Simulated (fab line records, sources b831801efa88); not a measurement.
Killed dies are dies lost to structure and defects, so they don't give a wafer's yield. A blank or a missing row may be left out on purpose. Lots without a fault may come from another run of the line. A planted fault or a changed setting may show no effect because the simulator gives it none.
Problem report in the 8D (eight disciplines) form, filled by code | flow sky130 | the parts of the form that need people (team, actions taken, sign-off) are left out

1. THE PROBLEM
GATE_OXIDE_OXIDATION_00_THK at SKY_GATE_OXIDE_THK_MEAS_02 reads a mean of 7.24 nm on 6 wafers of 2 lots; wafers without a fault read 10.25 nm with a standard deviation of 0.2. That is -15 standard deviations from the usual mean.
First seen on wafer L714.1, day 16 19:30, on film_metro-02. The record holds 36 wafers of 12 lots with a number at this step. Rule for "out", or "out of limits": more than 4 standard deviations from the usual mean. The other wafers with a number count as sound.

2. WHAT IT IS AND WHAT IT IS NOT
question                    | is                           | is not
which readings at this step | GATE_OXIDE_OXIDATION_00_THK  | -
which lots                  | L714, L716                   | L703, L705, L707, L709, L719, L720, L721, L724, L725, L726
which wafers of those lots  | all that have a number       | -
read on which gauges        | film_metro-02, film_metro-03 | film_metro-01
when                        | from day 16 19:30            | up to then (12 sound wafers); but 18 sound wafers of L719, L720, L721, L724, L725, L726 came after

3. SUSPECTS, AND WHAT RULES EACH OUT
Counting: a tool at a process step up to the reading stays a suspect if it ran every lot that is out and no sound lot after the first of them.
- the gauge at SKY_GATE_OXIDE_THK_MEAS_02: ruled out. The wafers that are out were read on 2 gauges (film_metro-02, film_metro-03).
- furnace-02 at SKY_GATE_OXIDE_OXIDATION_01 (stabilise 600 s, purge 300 s, target thk 10.268 nm): ruled out as a lasting fault. Sound lots L724, L725 ran on it after its first lot that is out, L714 (day 16 18:06).
Left after counting: nothing in the record.

4. THE CAUSE (what the simulator had put in)
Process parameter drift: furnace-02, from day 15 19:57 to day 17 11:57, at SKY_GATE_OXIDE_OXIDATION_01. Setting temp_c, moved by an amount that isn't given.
Counting ruled it out, wrongly: the rule takes a fault to strike every lot that its tool runs from its start on, and this one did not.

5. THE CHAIN OF EFFECTS, in route order
Each row: a reading whose mean over the struck wafers that have a number lies more than 3 standard deviations from the usual. Only readings for which the record gives a usual standard deviation are gone through. hours: the time from each lot's start at the first step in this table that gives one to its start at this step, as a median over the lots. sigmas: the change in usual standard deviations.
hours | step                        | reading                     | usual    | on struck wafers | change | sigmas
0     | SKY_GATE_OXIDE_OXIDATION_01 | spike_tc_bottom_C           | 915.1 C  | 886.5            | -28.6  | -19
0     | SKY_GATE_OXIDE_OXIDATION_01 | spike_tc_centre_C           | 900.5 C  | 871.5            | -29.0  | -24
0     | SKY_GATE_OXIDE_OXIDATION_01 | spike_tc_lower_C            | 900.1 C  | 870.8            | -29.3  | -27
0     | SKY_GATE_OXIDE_OXIDATION_01 | spike_tc_top_C              | 911.8 C  | 882.0            | -29.8  | -21
0     | SKY_GATE_OXIDE_OXIDATION_01 | spike_tc_upper_C            | 899.9 C  | 869.9            | -30.0  | -27
0     | SKY_GATE_OXIDE_OXIDATION_01 | tube_center_temp_C          | 899.99 C | 870.47           | -29.52 | -99 or more
0     | SKY_GATE_OXIDE_OXIDATION_01 | tube_center_temp_C_max      | 902.3    | 872.9            | -29.4  | -76
1     | SKY_GATE_OXIDE_THK_MEAS_02  | GATE_OXIDE_OXIDATION_00_THK | 10.25 nm | 7.24             | -3.01  | -15
The process steps in it:
- SKY_GATE_OXIDE_OXIDATION_01: stabilise 600 s, purge 300 s, target thk 10.268 nm.
Later measuring or inspecting steps at which every struck wafer that the step has a row for has a number for every such reading, and none has moved that far: SKY_GATE_OXIDE_TW_MEAS_14.

6. WHAT WOULD HAVE CAUGHT IT SOONER
In this record the first reading out of limits at a measuring or inspecting step was taken at day 16 19:30, 24 hours after the fault began at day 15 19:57.
The tool's own readings at SKY_GATE_OXIDE_OXIDATION_01 were out on every struck wafer that the step has a row for (spike_tc_bottom_C, spike_tc_centre_C, spike_tc_lower_C, spike_tc_top_C, spike_tc_upper_C, tube_center_temp_C, tube_center_temp_C_max): an alarm limit on them would have fired on the first of those.
